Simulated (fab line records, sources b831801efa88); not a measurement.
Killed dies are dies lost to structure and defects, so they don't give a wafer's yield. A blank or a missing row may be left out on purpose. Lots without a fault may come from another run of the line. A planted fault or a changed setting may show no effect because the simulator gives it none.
Which tool did it? | flow sky130 | 11 lots, 33 wafers sampled, at 6 steps of a route of 708

WHAT THE GAUGES READ, wafer by wafer
The record holds no reading of a measuring or inspecting step that can be judged against a usual standard deviation.

WHICH TOOL RAN EACH LOT (tool, then ch and the chambers of the sampled wafers, then the start)
lot  | SKY_LDD_N_STRIP_16                   | SKY_LDD_HVP_STRIP_09                 | SKY_POLY_CUT_ETCH_10               | SKY_POLY_CUT_STRIP_12                | SKY_RES_XHIGH_STRIP_08               | SKY_PAD_OPEN_PROBE_99
L526 | plasma_asher-02 ch 0,1, day 18 01:25 | plasma_asher-04 ch 0,1, day 21 21:52 | rie_diel-04 ch 1,2,3, day 24 12:41 | plasma_asher-04 ch 0,1, day 24 12:46 | plasma_asher-01 ch 0,1, day 27 00:32 | -
L527 | plasma_asher-03 ch 0,1, day 18 01:43 | plasma_asher-03 ch 0,1, day 21 22:10 | rie_diel-01 ch 0,2, day 24 12:56   | plasma_asher-03 ch 0,1, day 24 13:01 | plasma_asher-03 ch 0,1, day 27 00:41 | prober-02, day 46 06:12
L528 | plasma_asher-02 ch 0,1, day 18 09:55 | plasma_asher-03 ch 0,1, day 22 05:31 | rie_diel-01 ch 1,2, day 25 04:29   | plasma_asher-04 ch 0,1, day 25 04:34 | plasma_asher-01 ch 0,1, day 27 14:29 | -
L529 | plasma_asher-01 ch 0,1, day 18 21:43 | plasma_asher-01 ch 0,1, day 22 19:10 | rie_diel-01 ch 1,2, day 25 10:43   | plasma_asher-03 ch 0,1, day 25 10:48 | plasma_asher-03 ch 0,1, day 27 21:10 | -
L530 | plasma_asher-02 ch 0,1, day 19 06:13 | plasma_asher-01 ch 0,1, day 23 03:05 | rie_diel-01 ch 0,1,3, day 25 17:20 | plasma_asher-04 ch 0,1, day 25 17:25 | plasma_asher-01 ch 0,1, day 28 03:13 | -
L531 | plasma_asher-03 ch 0,1, day 19 09:42 | plasma_asher-04 ch 0,1, day 23 07:07 | rie_diel-03 ch 1,3, day 25 20:59   | plasma_asher-04 ch 0,1, day 25 21:06 | plasma_asher-01 ch 0,1, day 28 07:37 | -
L533 | plasma_asher-01 ch 0,1, day 20 16:58 | plasma_asher-04 ch 0,1, day 24 13:19 | rie_diel-04 ch 0,1,2, day 27 01:29 | plasma_asher-04 ch 0,1, day 27 01:34 | plasma_asher-03 ch 0,1, day 29 10:32 | -
L537 | plasma_asher-03 ch 0,1, day 21 18:04 | plasma_asher-04 ch 0,1, day 25 13:13 | rie_diel-01 ch 0,1,3, day 28 02:32 | plasma_asher-02 ch 0,1, day 28 02:37 | plasma_asher-01 ch 0,1, day 30 09:38 | -
L536 | plasma_asher-01 ch 0,1, day 21 19:25 | plasma_asher-04 ch 0,1, day 25 14:13 | rie_diel-04 ch 0,2,3, day 28 03:11 | plasma_asher-02 ch 0,1, day 28 03:16 | plasma_asher-04 ch 0,1, day 30 10:56 | -
L542 | plasma_asher-03 ch 0,1, day 23 21:10 | plasma_asher-03 ch 0,1, day 27 12:54 | rie_diel-01 ch 0,2,3, day 30 00:08 | plasma_asher-02 ch 0,1, day 30 00:13 | plasma_asher-03 ch 0,1, day 32 08:17 | -
L548 | plasma_asher-01 ch 0,1, day 25 14:27 | plasma_asher-01 ch 0,1, day 29 04:21 | rie_diel-03 ch 0,3, day 31 14:16   | plasma_asher-03 ch 0,1, day 31 14:23 | plasma_asher-04 ch 0,1, day 33 20:37 | -
- SKY_LDD_N_STRIP_16: strips in O2/N2.
- SKY_LDD_HVP_STRIP_09: strips in O2/N2.
- SKY_POLY_CUT_ETCH_10: etches BARC in N2/H2, stops on SiO2, time 45.9 s, target depth 60 nm.
- SKY_POLY_CUT_STRIP_12: strips in O2/N2.
- SKY_RES_XHIGH_STRIP_08: strips in O2/N2.
- SKY_PAD_OPEN_PROBE_99

WHAT THE TOOLS THEMSELVES READ (means of the sampled wafers that have a number; where no wafer has one, the mark that the record gives instead)
SKY_LDD_N_STRIP_16. Usual: drypump_motor_current_A 5.8 A, standard deviation 0.41; oes_product_au 0.407 a.u., standard deviation 0.0046; strip_time_to_endpoint_s 4.311 s, standard deviation 0.014.
lot  | tool            | drypump_motor_current_A (A) | oes_product_au (a.u.) | strip_time_to_endpoint_s (s) | flag
L526 | plasma_asher-02 | 6.4                         | 0.402                 | 4.302                        |
L527 | plasma_asher-03 | 5.5                         | 0.403                 | 4.312                        |
L528 | plasma_asher-02 | 6.4                         | 0.401                 | 4.313                        |
L529 | plasma_asher-01 | 5.9                         | 0.407                 | 4.306                        |
L530 | plasma_asher-02 | 6.4                         | 0.407                 | 4.302                        |
L531 | plasma_asher-03 | 5.5                         | 0.408                 | 4.304                        |
L533 | plasma_asher-01 | 6.0                         | 0.411                 | 4.329                        |
L537 | plasma_asher-03 | 5.5                         | 0.407                 | 4.303                        |
L536 | plasma_asher-01 | 5.8                         | 0.405                 | 4.296                        |
L542 | plasma_asher-03 | 5.4                         | 0.407                 | 4.300                        |
L548 | plasma_asher-01 | 5.8                         | 0.402                 | 4.337                        |

SKY_LDD_HVP_STRIP_09. Usual: drypump_motor_current_A 5.6 A, standard deviation 0.32; oes_product_au 0.409 a.u., standard deviation 0.0047; strip_time_to_endpoint_s 4.134 s, standard deviation 0.015.
lot  | tool            | drypump_motor_current_A (A) | oes_product_au (a.u.) | strip_time_to_endpoint_s (s) | flag
L526 | plasma_asher-04 | 5.5                         | 0.408                 | 4.137                        |
L527 | plasma_asher-03 | 5.5                         | 0.411                 | 4.130                        |
L528 | plasma_asher-03 | 5.4                         | 0.409                 | 4.125                        |
L529 | plasma_asher-01 | 6.0                         | 0.409                 | 4.140                        |
L530 | plasma_asher-01 | 6.0                         | 0.409                 | 4.139                        |
L531 | plasma_asher-04 | 5.4                         | 0.409                 | 4.116                        |
L533 | plasma_asher-04 | 5.5                         | 0.408                 | 4.111                        |
L537 | plasma_asher-04 | 5.4                         | 0.411                 | 4.154                        |
L536 | plasma_asher-04 | 5.4                         | 0.409                 | 4.128                        |
L542 | plasma_asher-03 | 5.5                         | 0.410                 | 4.140                        |
L548 | plasma_asher-01 | 5.8                         | 0.409                 | 4.140                        |

SKY_POLY_CUT_ETCH_10. Usual: drypump_motor_current_A 5.8 A, standard deviation 0.44; oes_product_au 0.854 a.u., standard deviation 0.0049; throttle_valve_pct 13.225 %, standard deviation 0.0091.
lot  | tool        | drypump_motor_current_A (A) | oes_product_au (a.u.) | throttle_valve_pct (%) | flag
L526 | rie_diel-04 | 6.3                         | 0.854                 | 13.223                 |
L527 | rie_diel-01 | 5.5                         | 0.851                 | 13.217                 |
L528 | rie_diel-01 | 5.8                         | 0.854                 | 13.228                 |
L529 | rie_diel-01 | 5.8                         | 0.855                 | 13.223                 |
L530 | rie_diel-01 | 5.5                         | 0.857                 | 13.219                 |
L531 | rie_diel-03 | 5.9                         | 0.859                 | 13.227                 |
L533 | rie_diel-04 | 5.9                         | 0.849                 | 13.225                 |
L537 | rie_diel-01 | 5.4                         | 0.854                 | 13.231                 |
L536 | rie_diel-04 | 5.8                         | 0.855                 | 13.227                 |
L542 | rie_diel-01 | 5.5                         | 0.851                 | 13.224                 |
L548 | rie_diel-03 | 6.6                         | 0.852                 | 13.231                 |

SKY_POLY_CUT_STRIP_12. Usual: drypump_motor_current_A 5.6 A, standard deviation 0.42; oes_product_au 0.452 a.u., standard deviation 0.0048; strip_time_to_endpoint_s 5.353 s, standard deviation 0.018.
lot  | tool            | drypump_motor_current_A (A) | oes_product_au (a.u.) | strip_time_to_endpoint_s (s) | flag
L526 | plasma_asher-04 | 5.5                         | 0.457                 | 5.362                        |
L527 | plasma_asher-03 | 5.5                         | 0.455                 | 5.363                        |
L528 | plasma_asher-04 | 5.5                         | 0.450                 | 5.349                        |
L529 | plasma_asher-03 | 5.5                         | 0.448                 | 5.360                        |
L530 | plasma_asher-04 | 5.5                         | 0.451                 | 5.364                        |
L531 | plasma_asher-04 | 5.4                         | 0.448                 | 5.342                        |
L533 | plasma_asher-04 | 5.5                         | 0.452                 | 5.387                        |
L537 | plasma_asher-02 | 6.4                         | 0.449                 | 5.351                        |
L536 | plasma_asher-02 | 6.3                         | 0.450                 | 5.342                        |
L542 | plasma_asher-02 | 6.4                         | 0.456                 | 5.414                        | OFF
L548 | plasma_asher-03 | 5.5                         | 0.452                 | 5.364                        |

SKY_RES_XHIGH_STRIP_08. Usual: drypump_motor_current_A 5.7 A, standard deviation 0.32; oes_product_au 0.711 a.u., standard deviation 0.0046; strip_time_to_endpoint_s 14.28 s, standard deviation 0.036.
lot  | tool            | drypump_motor_current_A (A) | oes_product_au (a.u.) | strip_time_to_endpoint_s (s) | flag
L526 | plasma_asher-01 | 6.0                         | 0.714                 | 14.26                        |
L527 | plasma_asher-03 | 5.4                         | 0.709                 | 14.32                        |
L528 | plasma_asher-01 | 6.0                         | 0.708                 | 14.30                        |
L529 | plasma_asher-03 | 5.4                         | 0.709                 | 14.22                        |
L530 | plasma_asher-01 | 5.9                         | 0.708                 | 14.23                        |
L531 | plasma_asher-01 | 5.8                         | 0.709                 | 14.30                        |
L533 | plasma_asher-03 | 5.5                         | 0.717                 | 14.31                        |
L537 | plasma_asher-01 | 5.8                         | 0.717                 | 14.24                        |
L536 | plasma_asher-04 | 5.4                         | 0.709                 | 14.25                        |
L542 | plasma_asher-03 | 5.5                         | 0.714                 | 14.27                        |
L548 | plasma_asher-04 | 5.5                         | 0.711                 | 14.30                        |

SKY_PAD_OPEN_PROBE_99. Usual: killed_at_M0_to_M3 43, standard deviation 6.3; killed_at_M4_up 3.3, standard deviation 1.7; killed_at_contacts 24, standard deviation 5.4; killed_at_front_end 16, standard deviation 4.6; killed_at_other 0.4, standard deviation 0.7; killed_dies 87, standard deviation 9.4; killed_open 47, standard deviation 6.9; killed_short 39, standard deviation 6.1.
lot  | tool      | killed_at_M0_to_M3 | killed_at_M4_up | killed_at_contacts | killed_at_front_end | killed_at_other | killed_dies | killed_open | killed_short | flag
L527 | prober-02 | 44                 | 2.7             | 24                 | 18                  | 0.3             | 89          | 46          | 43           |

THE ANSWER, worked out from the rows above alone
Rule: a lot is off if the mean of its wafers that have a number lies more than 3 standard deviations from the usual mean. A lot without any number at a reading at which 4 lots or more have one is off too. The other lots that the step has rows for count as sound. The gauges are gone through in route order, then the tools' own readings, and for those a lot's mean is taken as printed above. The first step at which some lot is off is used, and at that step the reading that is off furthest; a lot without a number counts as furthest.
Off: L542, at SKY_POLY_CUT_STRIP_12 (strip_time_to_endpoint_s).
A tool fits if, at that step or a process step before it, it ran every lot that is off, and no sound lot after the first of them. Can't be told from this: 3 tools fit, plasma_asher-03 at SKY_LDD_N_STRIP_16 and SKY_LDD_HVP_STRIP_09, rie_diel-01 at SKY_POLY_CUT_ETCH_10, plasma_asher-02 at SKY_POLY_CUT_STRIP_12.

WHAT THE SIMULATOR HAD PUT IN
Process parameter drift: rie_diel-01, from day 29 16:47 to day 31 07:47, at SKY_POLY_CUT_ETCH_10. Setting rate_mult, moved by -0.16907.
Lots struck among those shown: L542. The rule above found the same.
